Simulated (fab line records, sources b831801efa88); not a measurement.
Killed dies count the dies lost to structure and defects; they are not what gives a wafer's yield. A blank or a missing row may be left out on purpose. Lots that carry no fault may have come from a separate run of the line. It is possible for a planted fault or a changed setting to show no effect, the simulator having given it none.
Struck lot and sound lot, side by side / flow gf180mcu / 33 out of 602 route steps
Sound: the wafers L993.1, L993.5, L993.6. Wafers struck: L110.2, L110.3, L110.6. The cause is given at the end.
Order at every step that has rows: each side's tool, ch and its chambers, its first start. Under that, the readings that differ: sound wafers / struck wafers / difference of the means / sigmas: that difference in standard deviations of wafers without a fault.
alike: same words and numbers on both sides, and readings whose means sit less than 2 such deviations apart. not compared: any withheld reading, any reading some wafer has no value for, any bound like >300 that may hide the same value, and any number with overlapping values for which the record gives no deviation.
The two part at a step that has a row with sigmas, a row that says differs or no value, or rows on one side only. When numbers do not overlap yet have no deviation, they are printed without sigmas and do not part them. A reading missing from all wafers of one side parts the sides only when that side holds two or more wafers.

first, 3 steps without rows for these wafers: GF_MVSD_EXPOSE_04 (exposes mask MVSD, target cd 1000 nm); GF_MVSD_PEB_05; GF_MVSD_DEVELOP_06 (develop time 60 s).
GF_MVSD_OVL_MEAS_07:
  sound on overlay-02 at day 5 02:36; struck on overlay-01 at day 9 05:34
  alike: MVSD_OVL
then, 2 steps without rows for these wafers: GF_MVSD_IMPLANT_08; GF_MVSD_IMPLANT_09.
GF_MVSD_STRIP_10: strips in O2/N2.
  sound on plasma asher-01 ch 0,1, day 5 02:56; struck on plasma asher-03 ch 0,1, day 9 05:53
  alike: drypump motor current A, heater power w, oes product au, strip time to endpoint s
  not compared: rf hours counter h
GF_MVSD_TW_MEAS_11:
  sound on film metro-01 at day 5 03:02; struck on film metro-01 at day 9 06:00
  alike: MVSD_TW
then, 4 steps without rows for these wafers: GF_MVPSD_DEHYDRATE_00 (time 60 s); GF_MVPSD_HMDS_01 (prime time 60 s); GF_MVPSD_COAT_02 (resist thk 3000 nm); GF_MVPSD_SOFTBAKE_03.
GF_MVPSD_EXPOSE_04: exposes mask MVPSD, target cd 1000 nm.
  sound on iline stepper-02 ch 0, day 5 09:56; struck on iline stepper-02 ch 0, day 9 15:08
reading=mask; sound=MVPSD#0 MVPSD#0 MVPSD#0; struck=LVPWELL_LV_AREA#0 LVPWELL_LV_AREA#0 LVPWELL_LV_AREA#0; difference=differs; sigmas=
then, 2 steps without rows for these wafers: GF_MVPSD_PEB_05; GF_MVPSD_DEVELOP_06 (develop time 60 s).
GF_MVPSD_OVL_MEAS_07:
  sound on overlay-01 at day 5 17:20; struck on overlay-01 at day 9 23:35
reading=MVPSD_OVL (nm); sound=0.5 0.1 -0.3; struck=- - -; difference=no value on the struck wafers; sigmas=
then, 2 steps without rows for these wafers: GF_MVPSD_IMPLANT_08; GF_MVPSD_IMPLANT_09.
GF_MVPSD_STRIP_10: strips in O2/N2.
  sound on plasma asher-01 ch 0,1, day 5 17:40; struck on plasma asher-02 ch 0,1, day 9 23:55
reading=drypump motor current A (A); sound=6.17 6.21 5.92; struck=5.36 5.40 5.66; difference=-0.63; sigmas=-2
  alike: heater power w, oes product au, strip time to endpoint s
  not compared: rf hours counter h
GF_MVPSD_TW_MEAS_11:
  sound on film metro-03 at day 5 17:46; struck on film metro-01 at day 10 00:02
reading=MVPSD_TW; sound=552 549 551; struck=30 30 30; difference=-521; sigmas=-99 or more
then, 7 steps without rows for these wafers: GF_VT_IMPLANT_DEHYDRATE_00 (time 60 s); GF_VT_IMPLANT_HMDS_01 (prime time 60 s); GF_VT_IMPLANT_COAT_02 (resist thk 1000 nm); GF_VT_IMPLANT_SOFTBAKE_03 (time 60 s); GF_VT_IMPLANT_EXPOSE_04 (exposes mask LVPWELL LV AREA, target cd 600 nm); GF_VT_IMPLANT_PEB_05; GF_VT_IMPLANT_DEVELOP_06 (develop time 60 s).
GF_VT_IMPLANT_OVL_MEAS_07:
  sound on overlay-02 at day 6 08:29; struck on overlay-02 at day 10 17:57
  alike: VT_IMPLANT_OVL
after that, 1 step had no rows for these wafers: GF_VT_IMPLANT_IMPLANT_08.
GF_VT_IMPLANT_STRIP_09: strips in O2/N2.
  sound on plasma asher-01 ch 0,1, day 6 08:40; struck on plasma asher-01 ch 0,1, day 10 18:08
  alike: drypump motor current A, heater power w, oes product au, strip time to endpoint s
  not compared: rf hours counter h
GF_VT_IMPLANT_TW_MEAS_10:
  sound on film metro-02 at day 6 08:46; struck on film metro-02 at day 10 18:14
reading=VT_IMPLANT_TW; sound=565.2 567.3 561.9; struck=691.3 691.3 695.0; difference=+127.7; sigmas=+47
then, 1 step without rows for these wafers: GF_VT_IMPLANT_DEHYDRATE_11 (time 60 s).
-- the record jumps here: 24 days lie between the struck wafers' starts before and after (it left off in module VT_IMPLANT and takes up again in module PASSIVATION, whose first step shown is number 602 of the route) --
GF_PASSIVATION_PROBE_99:
  record: rows for the struck wafers here (prober-01, day 34 07:34), none for the sound ones

## WHERE THEY PART
Earliest at GF_MVPSD_EXPOSE_04; latest, in this record, at GF_PASSIVATION_PROBE_99.

WHY: the cause the simulator had injected
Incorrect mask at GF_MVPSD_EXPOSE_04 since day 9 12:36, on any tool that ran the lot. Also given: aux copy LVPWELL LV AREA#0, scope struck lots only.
